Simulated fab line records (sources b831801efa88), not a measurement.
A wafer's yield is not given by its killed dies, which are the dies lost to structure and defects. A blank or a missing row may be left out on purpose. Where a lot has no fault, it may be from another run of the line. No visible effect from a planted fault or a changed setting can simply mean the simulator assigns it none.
Which of the tools did it? :: flow sky130 :: 11 lots with 33 wafers sampled at 2 steps, on a route of 708 steps

WHAT EACH GAUGE READ, for each wafer
SKY_LI_CONTACT_THK_MEAS_01.
lot: L643
measured: day 28 17:58
on: film_metro-01
LI_CONTACT_HDPCVD_THK (nm): 931 932 928

lot: L646
measured: day 29 19:26
on: film_metro-01
LI_CONTACT_HDPCVD_THK (nm): 929 945 927

lot: L644
measured: day 29 21:35
on: film_metro-03
LI_CONTACT_HDPCVD_THK (nm): 939 924 938

lot: L645
measured: day 29 22:03
on: film_metro-01
LI_CONTACT_HDPCVD_THK (nm): 929 945 930

lot: L648
measured: day 30 12:59
on: film_metro-01
LI_CONTACT_HDPCVD_THK (nm): 929 932 931

lot: L649
measured: day 30 19:05
on: film_metro-04
LI_CONTACT_HDPCVD_THK (nm): 923 924 928

lot: L650
measured: day 31 01:39
on: film_metro-04
LI_CONTACT_HDPCVD_THK (nm): 924 924 916

lot: L655
measured: day 32 15:01
on: film_metro-04
LI_CONTACT_HDPCVD_THK (nm): 940 940 931

lot: L658
measured: day 33 19:26
on: film_metro-03
LI_CONTACT_HDPCVD_THK (nm): 729 917 918 730 917 918

lot: L661
measured: day 34 18:37
on: film_metro-01
LI_CONTACT_HDPCVD_THK (nm): 940 933 950

lot: L664
measured: day 35 19:04
on: film_metro-03
LI_CONTACT_HDPCVD_THK (nm): 939 932 925

TOOL THAT RAN EACH LOT (tool first, then ch and the chambers of the sampled wafers, then the start)
lot: L643
SKY_LI_CONTACT_HDPCVD_00: hdpcvd-01 ch 1,2, day 28 17:52

lot: L646
SKY_LI_CONTACT_HDPCVD_00: hdpcvd-02 ch 0,1,2, day 29 19:20

lot: L644
SKY_LI_CONTACT_HDPCVD_00: hdpcvd-02 ch 0,2, day 29 21:29

lot: L645
SKY_LI_CONTACT_HDPCVD_00: hdpcvd-01 ch 1,2, day 29 21:55

lot: L648
SKY_LI_CONTACT_HDPCVD_00: hdpcvd-01 ch 0,2, day 30 12:53

lot: L649
SKY_LI_CONTACT_HDPCVD_00: hdpcvd-02 ch 0,1, day 30 18:58

lot: L650
SKY_LI_CONTACT_HDPCVD_00: hdpcvd-01 ch 0,2, day 31 01:33

lot: L655
SKY_LI_CONTACT_HDPCVD_00: hdpcvd-01 ch 0,1,2, day 32 14:55

lot: L658
SKY_LI_CONTACT_HDPCVD_00: hdpcvd-01 ch 0,1, day 33 19:20

lot: L661
SKY_LI_CONTACT_HDPCVD_00: hdpcvd-02 ch 0,2, day 34 18:29

lot: L664
SKY_LI_CONTACT_HDPCVD_00: hdpcvd-02 ch 0,2, day 35 18:57
- SKY_LI_CONTACT_HDPCVD_00: deposits PSG, target thk 930 nm, time 155 s.

THE ANSWER, worked out from the rows above alone
Rule: the usual values come from the lots themselves. Put in order of their means at a reading, lots are off if they are a third of the lots or fewer, leave a main group of 4 or more, and stand apart from it by a gap of 3 or more times the standard deviation of the main group's means; of several such gaps the widest counts. If all means in a main group match to the digits the tables above print for the reading, that group is not used. Also off: a lot with no number at a reading for which 4 or more lots have one. Any other lot the step has rows for is counted as sound.
Off: at SKY_LI_CONTACT_THK_MEAS_01 (LI_CONTACT_HDPCVD_THK), L658. Main group: mean 932 nm, sd 5.3.
If a tool, at a process step before that reading, ran all the lots that are off and no sound lot after the first of them, it fits. Those tools and the gauges at SKY_LI_CONTACT_THK_MEAS_01 are tried in the same way. One fits: hdpcvd-01 at SKY_LI_CONTACT_HDPCVD_00. A fault onset in the window from L655 (day 32 14:55, its last sound lot) to L658 (day 33 19:20, its first lot off) fits.

WHAT THE SIMULATOR HAD PUT IN
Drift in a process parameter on hdpcvd-01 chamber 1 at SKY_LI_CONTACT_HDPCVD_00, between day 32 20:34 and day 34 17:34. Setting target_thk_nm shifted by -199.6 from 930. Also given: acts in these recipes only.
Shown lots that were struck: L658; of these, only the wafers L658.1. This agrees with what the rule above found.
